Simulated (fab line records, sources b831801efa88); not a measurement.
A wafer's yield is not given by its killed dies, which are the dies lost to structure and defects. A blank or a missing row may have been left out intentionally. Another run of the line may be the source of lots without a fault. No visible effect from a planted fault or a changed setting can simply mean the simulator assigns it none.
Matching of chambers | flow gf180mcu | GF_V2_CMP_26 on cmp-01 has 4 sister chambers
The step polishes, stops on SiO2, t overpolish 15 s, target thk 0 nm. 33 wafers are shown with their chamber, then 12 later ones without.

## WAFERS, EACH WITH ITS CHAMBER
wafer  | chamber | motor_current_A (A) | time_to_endpoint_s (s) | overpolish_run_s (s)
L075.1 | 3       | 10.8                | 85                     | 14.994
L075.4 | 0       | 11.5                | 85                     | 14.992
L075.6 | 2       | 10.2                | 86                     | 15.002
L078.1 | 2       | 10.2                | 80                     | 15.018
L078.5 | 2       | 10.1                | 81                     | 15.010
L078.6 | 1       | 13.3                | 84                     | 15.023
L079.4 | 0       | 10.9                | 88                     | 14.989
L079.5 | 1       | 13.8                | 87                     | 14.993
L079.6 | 0       | 11.2                | 84                     | 14.996
L080.1 | 3       | 10.5                | 84                     | 15.001
L080.5 | 3       | 10.3                | 85                     | 14.989
L080.6 | 0       | 11.3                | 85                     | 15.013
L082.2 | 1       | 13.2                | 96                     | 14.999
L082.3 | 2       | 10.0                | 88                     | 15.015
L082.4 | 3       | 10.3                | 86                     | 14.972
L083.1 | 2       | 10.3                | 88                     | 14.993
L083.3 | 1       | 12.9                | 94                     | 15.012
L083.4 | 3       | 10.6                | 94                     | 15.011
L084.2 | 1       | 12.5                | 87                     | 14.993
L084.4 | 3       | 10.4                | 87                     | 15.004
L084.5 | 0       | 11.0                | 88                     | 14.990
L085.1 | 0       | 10.9                | 88                     | 14.990
L085.3 | 3       | 10.6                | 87                     | 14.994
L085.4 | 2       | 10.4                | 85                     | 14.981
L086.1 | 3       | 10.2                | 86                     | 14.999
L086.4 | 2       | 10.3                | 91                     | 14.991
L086.6 | 3       | 10.3                | 89                     | 15.015
L088.1 | 1       | 13.5                | 85                     | 14.999
L088.2 | 0       | 10.8                | 85                     | 14.995
L088.4 | 2       | 10.2                | 81                     | 14.988
L090.2 | 3       | 10.5                | 83                     | 15.000
L090.3 | 0       | 11.8                | 87                     | 14.983
L090.5 | 1       | 13.6                | 87                     | 14.987

SIGNATURES (means of the wafers above)
reading            | chamber 0 | chamber 1 | chamber 2 | chamber 3 | scatter within a chamber
motor_current_A    | 11.175    | 13.257    | 10.213    | 10.450    | 0.289
time_to_endpoint_s | 86.25     | 88.57     | 85.00     | 86.60     | 3.44
overpolish_run_s   | 14.99350  | 15.00086  | 14.99975  | 14.99790  | 0.0118
Rule: for a wafer and a chamber, the distance is found by dividing, reading by reading, the gap between the wafer's reading and the chamber's mean by the reading's scatter, squaring, summing and taking the root. If the next closest chamber is less than 2 further off than the closest, the wafer can't be placed; otherwise it belongs to the closest. The scatter: take each reading less its chamber's mean, square it, sum over the shown wafers, divide by the number of wafers less the number of chambers, and take the root.

## WAFERS MISSING THEIR CHAMBER
wafer  | motor_current_A (A) | time_to_endpoint_s (s) | overpolish_run_s (s)
L091.4 | 13.0                | 93                     | 15.010
L091.5 | 10.7                | 89                     | 15.021
L091.6 | 11.0                | 92                     | 14.995
L092.1 | 13.2                | 89                     | 14.992
L092.3 | 11.2                | 98                     | 14.996
L092.4 | 11.4                | 92                     | 15.009
L093.1 | 10.9                | 85                     | 14.994
L093.2 | 10.2                | 90                     | 14.994
L093.4 | 13.1                | 86                     | 15.006
L097.2 | 10.9                | 85                     | 15.000
L097.4 | 10.3                | 84                     | 15.002
L097.5 | 11.3                | 83                     | 15.007

## CHAMBER TAKEN BY EACH
wafer  | from the rows above          | in truth
L091.4 | 1                            | 1
L091.5 | can't be placed: 3 or 2 or 0 | 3
L091.6 | can't be placed: 0 or 3 or 2 | 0
L092.1 | 1                            | 1
L092.3 | can't be placed: 0 or 3 or 2 | 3
L092.4 | can't be placed: 0 or 3      | 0
L093.1 | can't be placed: 0 or 3 or 2 | 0
L093.2 | can't be placed: 3 or 2      | 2
L093.4 | 1                            | 1
L097.2 | can't be placed: 0 or 3 or 2 | 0
L097.4 | can't be placed: 2 or 3      | 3
L097.5 | can't be placed: 0 or 3      | 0
Correct placement for 3 of the 12. Cannot be placed on the basis of these rows: 9; the candidates contain the true chamber in 9. 0 placed wrongly.
